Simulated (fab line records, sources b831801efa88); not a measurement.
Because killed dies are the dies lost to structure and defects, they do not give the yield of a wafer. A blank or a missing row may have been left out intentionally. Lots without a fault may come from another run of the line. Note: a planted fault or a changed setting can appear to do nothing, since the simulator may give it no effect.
2 desks, one fault ; flow gf180mcu ; numbers are kept per desk, each desk with only its own; the story behind them comes last

## METROLOGY DESK
What the gauges read for every lot (on any tool): the sampled wafers with a number, averaged. Marked OUT: a lot whose mean sits more than 4 standard deviations from the usual mean, which makes it out of limits; the brackets give that distance.
Columns: A = cd_nm at GF_V2_CD_MEAS_14, usual 260.2 nm; B = V2_OVL at GF_V2_OVL_MEAS_15, usual -1 nm
lot;first seen here;A;B
L693;day 20 17:43;261.5;1
L701;day 23 22:47;259.8;-2
L704;day 24 14:50;259.5;-4
L705;day 25 01:42;260.7;-2
L713;day 27 16:11;260.9;-2
L714;day 27 17:49;260.7;-5
This desk found nothing out of limits on any of the 6 lots.

## FOR THE TOOL OWNER'S DESK: pvd_sputter-03
At GF_V2_SPUTTER_22 (material TiN, target thk 10 nm, time 40 s) the tool's own readings: per lot run on this tool, the mean of the sampled wafers that have a number. Marked OUT: a lot whose mean sits more than 4 standard deviations from the usual mean, which makes it out of limits; the brackets give that distance.
Columns: A = throttle_valve_pct at GF_V2_SPUTTER_22, usual 30.4 %
lot;first seen here;A
L701;day 23 23:40;30.9
L704;day 24 15:41;31.2
L714;day 27 18:38;30.7
This desk found nothing out of limits on any of the 3 lots.

## ALL TOGETHER
At the metrology desk, nothing out of limits was observed.
The desk of the tool owner found nothing out of limits.

## WHAT THE SIMULATOR HAD INSERTED
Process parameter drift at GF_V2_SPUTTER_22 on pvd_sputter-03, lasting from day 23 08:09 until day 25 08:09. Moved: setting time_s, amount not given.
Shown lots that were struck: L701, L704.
